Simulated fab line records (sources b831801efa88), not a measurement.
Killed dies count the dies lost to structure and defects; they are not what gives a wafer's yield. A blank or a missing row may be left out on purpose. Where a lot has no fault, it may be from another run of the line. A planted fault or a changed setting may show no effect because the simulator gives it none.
One fault through the eyes of 2 desks | flow sky130 | each desk has only its own numbers; what lay behind them comes last

AT THE METROLOGY DESK
Lot by lot, what the gauges showed, no matter which tool ran the lot: averages of those sampled wafers that carry a number. The brackets show how far a lot's mean lies from the usual mean; more than 4 standard deviations puts the lot out of limits, marked OUT.
Columns: A = LDD_HVN_OVL at SKY_LDD_HVN_OVL_MEAS_07, usual -0.2 nm; B = CONTACT_W_RS at SKY_CONTACT_RS_MEAS_25, usual 0.337 ohm/sq; C = CONTACT_W_THK at SKY_CONTACT_THK_MEAS_26, usual 343 nm
lot  | first seen here | A    | B               | C
L702 | day 20 04:41    | 2.0  | 0.336           | 346
L705 | day 21 07:01    | -0.6 | 0.339           | 341
L707 | day 22 20:24    | 0.2  | 0.335           | 349
L709 | day 23 08:04    | -2.4 | 0.337           | 341
L708 | day 23 10:34    | -0.5 | 0.337           | 343
L710 | day 23 17:06    | -0.1 | 0.384 (+15) OUT | 307 (-9.6) OUT
L711 | day 23 18:50    | -0.1 | 0.336           | 343
L712 | day 24 06:02    | 0.3  | 0.411 (+23) OUT | 290 (-14) OUT
L713 | day 24 19:34    | 2.1  | 0.413 (+24) OUT | 287 (-15) OUT
L724 | day 28 08:16    | -0.2 | 0.332           | 347
L725 | day 28 12:15    | -1.9 | 0.335           | 349
This desk finds L710, L712, L713 out of limits, with the earliest case on L710 at day 34 14:10 (CONTACT_W_RS at SKY_CONTACT_RS_MEAS_25). In limits: L702, L705, L707, L709, L708, L711, L724, L725.

AT THE TOOL OWNER'S DESK: cvd-w-01
The tool's own readings at SKY_CONTACT_CVD_24 (deposits W, target thk 340 nm, time 102.12 s): means of the sampled wafers that have a number, for each lot that ran on this tool. The brackets show how far a lot's mean lies from the usual mean; more than 4 standard deviations puts the lot out of limits, marked OUT.
Columns: A = heater-power-w at SKY_CONTACT_CVD_24, usual 967 W
lot  | first seen here | A
L702 | day 31 13:58    | 1003
L707 | day 33 18:20    | 945
L709 | day 34 05:00    | 1038
L708 | day 34 06:38    | 989
L710 | day 34 14:03    | 1030
L712 | day 35 03:40    | 1020
L713 | day 35 14:31    | 1022
This desk found nothing out of limits on any of the 7 lots.

PUT TOGETHER
L710, L712, L713 would have let the metrology desk raise an alarm at day 34 14:10.
The desk of the tool owner found nothing out of limits.
On record at the tool owner's desk: L710, L712, L713, within its limits.
The lots listed all ran SKY_CONTACT_CVD_24 on cvd-w-01.

WHAT THE SIMULATOR HAD INSERTED
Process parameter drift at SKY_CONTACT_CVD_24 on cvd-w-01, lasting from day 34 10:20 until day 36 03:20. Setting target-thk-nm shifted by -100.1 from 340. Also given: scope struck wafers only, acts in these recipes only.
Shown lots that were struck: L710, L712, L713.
Per desk, hours elapsed from the start of the fault to the first reading out of limits: for the metrology desk, 4.
